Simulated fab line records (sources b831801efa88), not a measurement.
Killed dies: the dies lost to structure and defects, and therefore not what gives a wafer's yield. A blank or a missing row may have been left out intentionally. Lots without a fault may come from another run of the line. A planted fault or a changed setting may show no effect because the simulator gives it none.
The tool behind it: which one? | flow sky130 | 10 lots with 30 wafers sampled at 2 steps, on a route of 708 steps

WHAT THE GAUGES SHOWED, per wafer
SKY_SPACER_THK_MEAS_01.
lot  | measured     | on           | SPACER_CVD_00_THK (nm)
L635 | day 22 17:42 | filmMetro-01 | 43.4 43.4 43.7
L636 | day 23 04:46 | filmMetro-02 | 42.1 42.8 42.5
L637 | day 23 18:28 | filmMetro-04 | 42.5 42.8 42.6
L641 | day 25 18:22 | filmMetro-02 | 42.9 42.6 42.6
L642 | day 25 18:22 | filmMetro-04 | 42.8 42.5 43.2
L646 | day 27 19:43 | filmMetro-01 | 42.9 43.1 42.8
L650 | day 28 05:30 | filmMetro-01 | 43.6 43.5 43.8
L653 | day 30 01:41 | filmMetro-04 | 40.1 40.2 39.7
L655 | day 30 09:15 | filmMetro-01 | 40.0 39.9 39.7
L656 | day 30 12:28 | filmMetro-04 | 39.5 39.6 39.9

WHICH TOOL RAN EACH LOT (tool, then ch and the chambers of the sampled wafers, then the start)
lot  | SKY_SPACER_CVD_00
L635 | lpcvd-02 ch 0, day 22 15:53
L636 | lpcvd-02 ch 1, day 23 02:57
L637 | lpcvd-02 ch 1, day 23 16:40
L641 | lpcvd-02 ch 0, day 25 17:08
L642 | lpcvd-02 ch 1, day 25 17:08
L646 | lpcvd-02 ch 0, day 27 18:30
L650 | lpcvd-02 ch 1, day 28 04:17
L653 | lpcvd-02 ch 1, day 30 00:27
L655 | lpcvd-02 ch 1, day 30 08:01
L656 | lpcvd-02 ch 1, day 30 10:39
- SKY_SPACER_CVD_00: deposits Si3N4 from DCS/NH3, target thk 43.1 nm, time 740 s.

THE ANSWER, worked out from the rows above alone
Rule: what is usual is taken from the lots themselves. Put in order of their means at a reading, lots are off if they are a third of the lots or fewer, leave a main group of 4 or more, and stand apart from it by a gap of 3 or more times the standard deviation of the main group's means; of several such gaps the widest counts. Not used: any main group whose means are identical at the precision the tables above print for the reading. Also off: a lot with no number at a reading for which 4 or more lots have one. The other lots that the step has rows for count as sound.
Off: at SKY_SPACER_THK_MEAS_01 (SPACER_CVD_00_THK), L653, L655, L656. Mean 43.0 nm and standard deviation 0.41 in the main group.
A tool fits if, at a process step before that reading, it ran every lot that is off, and no sound lot after the first of them. The gauges at SKY_SPACER_THK_MEAS_01 are tried like those tools. One candidate fits, namely lpcvd-02 at SKY_SPACER_CVD_00. Its last sound lot is L650 (day 28 04:17), its first lot that is off L653 (day 30 00:27): a fault that began between those two fits.

WHAT THE SIMULATOR HAD PUT IN
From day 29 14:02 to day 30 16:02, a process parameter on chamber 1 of lpcvd-02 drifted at SKY_SPACER_CVD_00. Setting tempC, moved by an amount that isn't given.
Shown lots that were struck: L653, L655, L656. The rule above reached the same finding.
